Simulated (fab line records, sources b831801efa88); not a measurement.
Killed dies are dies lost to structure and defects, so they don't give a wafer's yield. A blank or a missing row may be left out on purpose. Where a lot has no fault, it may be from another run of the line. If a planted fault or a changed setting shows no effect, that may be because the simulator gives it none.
Problem report, 8D (eight disciplines) form, completed by code / flow gf180mcu / the parts of the form that need people (team, actions taken, sign-off) are left out

## 1. WHAT IS WRONG
GF_V4_SPUTTER_21, chamber_pressure_pa: mean 5.695 Pa over 1 wafer from 1 lot; wafers with no fault: 4.999 Pa, standard deviation 0.0096. Measured from the usual mean, that is +73 standard deviations.
The step: material Ti, target thk 15 nm, time 80.02 s.
The first sign was on wafer L992.2 at day 29 17:36, on pvd_sputter-03. The record holds 13 wafers of 5 lots with a number at this step. Rule for "out", or "out of limits": more than 4 standard deviations from the usual mean. The rest of the wafers with a number are treated as sound.

## 2. WHAT IT IS AND WHAT IT IS NOT
question=which readings at this step | is=chamber_pressure_pa | is not=-
question=which lots | is=L992 | is not=L100, L984, L985, L998
question=which wafers of those lots | is=all that have a number | is not=-
question=read on which tools | is=pvd_sputter-03 | is not=pvd_sputter-02, pvd_sputter-04
question=when | is=from day 29 17:36 | is not=up to then (6 sound wafers); but 6 sound wafers of L100, L998 came after

## 3. WHAT RULES OUT EACH SUSPECT
Counting: a tool stays on the suspect list if, at a process step up to the reading, it processed all lots that are out and no sound lot following the first of them.
- rie_diel-01 at GF_V4_ETCH_16 (etches BARC in N2/H2): ruled out as a lasting fault. The sound lots L100 went through it after L992, its earliest lot that is out (day 29 16:53).
- rie_diel-01 at GF_V4_ETCH_17 (etches SiO2 in C4F8/O2/Ar, stops on TiN, target depth 630 nm): ruled out as a lasting fault. The sound lots L100 went through it after L992, its earliest lot that is out (day 29 17:01). GF_V4_ETCH_17: start missing for some lots; hours and lot order therefore follow GF_V4_STRIP_18.
- plasma_asher-02 at GF_V4_STRIP_18 (strips in O2/N2): ruled out as a lasting fault. The sound lots L998, L100 went through it after L992, its earliest lot that is out (day 29 17:01).
- pvd_sputter-03 at GF_V4_SPUTTER_21 (material Ti, target thk 15 nm, time 80.02 s): kept. It ran the lot that is out, L992 (day 29 17:36), and no sound lot after that; its last sound lot up to then is L984 (day 27 01:02). Its own chamber_pressure_pa readings are out on those wafers.
Left after counting: pvd_sputter-03 at GF_V4_SPUTTER_21.

## 4. THE CAUSE (what the simulator had put in)
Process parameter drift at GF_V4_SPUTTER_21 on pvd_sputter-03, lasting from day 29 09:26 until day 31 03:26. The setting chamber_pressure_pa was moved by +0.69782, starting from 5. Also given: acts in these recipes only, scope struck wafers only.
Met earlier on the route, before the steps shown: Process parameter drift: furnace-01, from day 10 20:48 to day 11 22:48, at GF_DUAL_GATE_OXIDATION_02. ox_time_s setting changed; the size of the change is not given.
Counting left only this tool.

## 5. THE CHAIN OF EFFECTS, in route order
Each row: a reading where the mean over the struck wafers with a number is more than 3 standard deviations away from the usual. Only readings for which the record gives a usual standard deviation are gone through. hours: the time from each lot's start at the first step in this table that gives one to its start at this step, as a median over the lots. sigmas: the change in usual standard deviations.
hours=0; step=GF_V4_SPUTTER_21; reading=chamber_pressure_pa; usual=4.999 Pa; on struck wafers=5.695; change=+0.696; sigmas=+73
hours=0; step=GF_V4_SPUTTER_21; reading=throttle_valve_pct; usual=30.1 %; on struck wafers=28.0; change=-2.1; sigmas=-3.8
Its process steps:
- GF_V4_SPUTTER_21: material Ti, target thk 15 nm, time 80.02 s.

## 6. HOW IT WOULD HAVE BEEN CAUGHT EARLIER
In this record no reading fell out of limits until day 29 17:36, 8 hours after the fault had begun at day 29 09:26.
